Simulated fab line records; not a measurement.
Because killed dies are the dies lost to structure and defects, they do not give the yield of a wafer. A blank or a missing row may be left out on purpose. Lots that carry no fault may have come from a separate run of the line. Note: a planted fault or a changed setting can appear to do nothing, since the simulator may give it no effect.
Chamber matching | flow sky130 | rie-diel-02 running SKY_FIELD_ISO_ETCH_15: 4 sister chambers
The step etches the open film in CHF3/O2, stops on Si, target depth 180 nm, time 72 s. 20 wafers are shown with their chamber, then 10 later ones without.

EACH WAFER AND ITS CHAMBER
wafer  | chamber | rf-fwd-power-W (W) | throttle-valve-pct (%) | oes-product-au (a.u.)
L075.1 | 0       | 597.3              | 8.845                  | 0.939
L075.4 | 2       | 595.7              | 8.833                  | 0.932
L075.5 | 3       | 593.9              | 8.849                  | 0.936
L076.2 | 0       | 597.5              | 8.865                  | 0.946
L076.3 | 2       | 592.7              | 8.851                  | 0.953
L076.6 | 3       | 593.1              | 8.847                  | 0.951
L077.1 | 3       | 596.6              | 8.844                  | 0.943
L077.4 | 2       | 596.2              | 8.843                  | 0.942
L077.5 | 3       | 596.2              | 8.842                  | 0.942
L081.1 | 1       | 595.4              | 8.839                  | 0.945
L081.3 | 0       | 594.0              | 8.844                  | 0.950
L081.5 | 2       | 595.4              | 8.848                  | 0.949
L086.1 | 1       | 596.4              | 8.845                  | 0.938
L086.3 | 0       | 596.9              | 8.833                  | 0.940
L086.6 | 3       | 594.6              | 8.852                  | 0.939
L089.2 | 1       | 596.0              | 8.843                  | 0.935
L089.4 | 2       | 597.0              | 8.840                  | 0.938
L089.6 | 0       | 599.8              | 8.855                  | 0.950
L090.1 | 0       | 597.3              | 8.842                  | 0.938
L090.2 | 3       | 596.3              | 8.848                  | 0.939

SIGNATURES (averages over the wafers above)
reading            | chamber 0 | chamber 1 | chamber 2 | chamber 3 | scatter within a chamber
rf-fwd-power-W     | 597.133   | 595.933   | 595.400   | 595.117   | 1.56
throttle-valve-pct | 8.84733   | 8.84233   | 8.84300   | 8.84700   | 0.00751
oes-product-au     | 0.94383   | 0.93933   | 0.94280   | 0.94167   | 0.00624
Rule: distance of a wafer from a chamber = root of the sum over the readings of ((wafer's reading minus chamber's mean) / reading's scatter) squared. If the next closest chamber is less than 2 further off than the closest, the wafer can't be placed; otherwise it belongs to the closest. The scatter: the root of (the sum of the squares of (reading less its chamber's mean) over the shown wafers, divided by (wafers less chambers)).

WAFERS WITHOUT THEIR CHAMBER
wafer  | rf-fwd-power-W (W) | throttle-valve-pct (%) | oes-product-au (a.u.)
L090.5 | 593.2              | 8.829                  | 0.933
L092.1 | 596.9              | 8.852                  | 0.935
L092.3 | 595.3              | 8.831                  | 0.922
L092.6 | 595.4              | 8.844                  | 0.930
L095.4 | 595.9              | 8.858                  | 0.949
L095.5 | 597.7              | 8.836                  | 0.945
L095.6 | 593.4              | 8.848                  | 0.942
L097.3 | 594.3              | 8.846                  | 0.927
L097.5 | 594.3              | 8.843                  | 0.944
L097.6 | 591.2              | 8.828                  | 0.940

THE CHAMBER EACH PASSED THROUGH
wafer  | from the rows above               | in truth
L090.5 | can't be placed: 1 or 2 or 3 or 0 | 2
L092.1 | can't be placed: 0 or 1 or 3 or 2 | 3
L092.3 | can't be placed: 1 or 2 or 3 or 0 | 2
L092.6 | can't be placed: 1 or 3 or 2 or 0 | 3
L095.4 | can't be placed: 0 or 3 or 2 or 1 | 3
L095.5 | can't be placed: 0 or 1 or 2 or 3 | 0
L095.6 | can't be placed: 3 or 2 or 1 or 0 | 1
L097.3 | can't be placed: 1 or 3 or 2 or 0 | 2
L097.5 | can't be placed: 2 or 3 or 1 or 0 | 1
L097.6 | can't be placed: 2 or 3 or 1 or 0 | 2
Correct placement for 0 of the 10. Not placeable from these rows: 10 (in 10, the candidates include the true chamber). 0 placed wrongly.
